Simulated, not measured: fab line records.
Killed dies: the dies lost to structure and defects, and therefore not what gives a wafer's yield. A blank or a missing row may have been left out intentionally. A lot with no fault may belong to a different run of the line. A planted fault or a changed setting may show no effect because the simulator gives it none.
Split-lot experiment    flow gf180mcu    route with 602 steps; 5 lots, 23 wafers read

SPLIT DETAILS
At GF_MVPSD_IMPLANT_08, the setting dose cm2 was moved away from the recipe's 1.5e+13 on 8 of the 23 wafers read, by -5.8% to +6.6%. The other wafers ran this setting at the recipe's value.

FROM THE SPLIT TO THE READING: what the file shows between them, 14 steps
- GF_MVPSD_IMPLANT_09
- GF_MVPSD_STRIP_10: strips in O2/N2
- GF_MVPSD_TW_MEAS_11
- GF_VT_IMPLANT_IMPLANT_08 (also split here: dose cm2)
- GF_VT_IMPLANT_STRIP_09: strips in O2/N2
- GF_VT_IMPLANT_TW_MEAS_10
- GF_VT_IMPLANT_DEVELOP_17: develop time 60 s (also split here: dev temp c)
- GF_VT_IMPLANT_STRIP_31: strips in O2/N2 (also split here: pressure mtorr)
- GF_VT_IMPLANT_SOFTBAKE_36: time 60 s (also split here: temp c)
- GF_VT_IMPLANT_EXPOSE_37: exposes mask Nwell HV AREA, target cd 860 nm
- GF_VT_IMPLANT_PEB_38
- GF_VT_IMPLANT_DEVELOP_39: develop time 58.31 s
- GF_VT_IMPLANT_IMPLANT_41 (also split here: energy kev)
- GF_VT_IMPLANT_STRIP_42: strips in O2/N2

THE READING
MVPSD_RS (ohm/sq), read at GF_VT_IMPLANT_RS_MEAS_49 with a four-point probe. A value of 1168 ohm/sq with a standard deviation of 3.1 ohm/sq is what fault-free wafers of this fab line usually give.

wafer   tool, chamber at the split  dose cm2 as run  against the recipe  MVPSD_RS, ohm/sq  against lot-mates on the recipe
L075.1  implanter-01, 0             1.5e+13          recipe              1167              -
L075.2  implanter-01, 0             1.413e+13        -5.8%               1204              +36
L075.3  implanter-01, 0             1.5e+13          recipe              1168              -
L075.4  implanter-01, 0             1.413e+13        -5.8%               1204              +36
L075.6  implanter-01, 0             1.413e+13        -5.8%               1204              +36
L079.1  implanter-01, 0             1.5e+13          recipe              1169              -
L079.2  implanter-01, 0             1.5e+13          recipe              1170              -
L079.3  implanter-01, 0             1.5e+13          recipe              1167              -
L079.4  implanter-01, 0             1.5e+13          recipe              1171              -
L079.5  implanter-01, 0             1.5e+13          recipe              1173              -
L078.2  implanter-03, 0             1.5e+13          recipe              1169              -
L078.3  implanter-03, 0             1.597e+13        +6.5%               1133              -36
L078.4  implanter-03, 0             1.5e+13          recipe              1170              -
L078.5  implanter-03, 0             1.597e+13        +6.5%               1132              -38
L078.6  implanter-03, 0             1.597e+13        +6.5%               1131              -38
L082.1  implanter-01, 0             1.599e+13        +6.6%               1130              -38
L082.2  implanter-01, 0             1.5e+13          recipe              1166              -
L082.3  implanter-01, 0             1.599e+13        +6.6%               1133              -35
L082.4  implanter-01, 0             1.5e+13          recipe              1171              -
L082.6  implanter-01, 0             1.5e+13          recipe              1168              -
L085.2  implanter-04, 0             1.5e+13          recipe              1166              -
L085.3  implanter-04, 0             1.5e+13          recipe              1166              -
L085.4  implanter-04, 0             1.5e+13          recipe              1167              -

FIT RESULTS
A straight line over all 23 wafers: MVPSD_RS changes by -5.81 ohm/sq for each +1% of dose cm2; r = -1.00; the points scatter about the line by 2 ohm/sq.
The same after taking each lot's own level away (the mean of its wafers on the recipe; 23 wafers): -5.93 ohm/sq for each +1%; r = -1.00; scatter 1.7 ohm/sq.
The reading moves by 39 ohm/sq for the largest change in dose cm2, on that fit.
The lots' own levels span 1166.3 to 1170.0 ohm/sq, that is 1.2 times the standard deviation above.
Consequently the slope shifts little with the lot-to-lot level, the two slopes agreeing.
Check: for one of the wafers moved furthest among these (+6.6%), held out of the fit, the line's prediction against its lot-mates is -38.6 ohm/sq. Against them it came out at -38.3 ohm/sq.

ADDITIONAL SPLITS CARRIED BY THESE WAFERS
Before the reading, these wafers also passed through other splits. Each is held against what the fit with the lots' levels taken away leaves over:
other split on the same wafers         wafers away from the commonest value  r with MVPSD_RS (lot level and that fit taken away)
GF_DNWELL_IMPLANT_07 energy kev        9                                     +0.17
GF_LVPWELL_STRIP_10 pressure mtorr     15                                    +0.22
GF_MVSD_STRIP_10 o2 flow sccm          10                                    +0.09
GF_VT_IMPLANT_IMPLANT_08 dose cm2      6                                     -0.04
GF_VT_IMPLANT_DEVELOP_17 dev temp c    9                                     -0.03
GF_VT_IMPLANT_STRIP_31 pressure mtorr  10                                    +0.04
GF_VT_IMPLANT_SOFTBAKE_36 temp c       9                                     +0.03
GF_VT_IMPLANT_IMPLANT_41 energy kev    6                                     +0.08

THE WHOLE CHAIN: every reading that the file lists as answering this split, in the file's order
step                      what it does                  reading   change (the file's fit)            r (the file's)
GF_MVPSD_TW_MEAS_11                                     MVPSD_TW  +1.39 for each +1% of the setting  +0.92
GF_VT_IMPLANT_RS_MEAS_49  measures by four-point-probe  MVPSD_RS  -5.84 for each +1% of the setting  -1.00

THE FILE'S OWN FIT
MVPSD_RS changes by -5.84 ohm/sq for each +1% of dose cm2, r = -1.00.
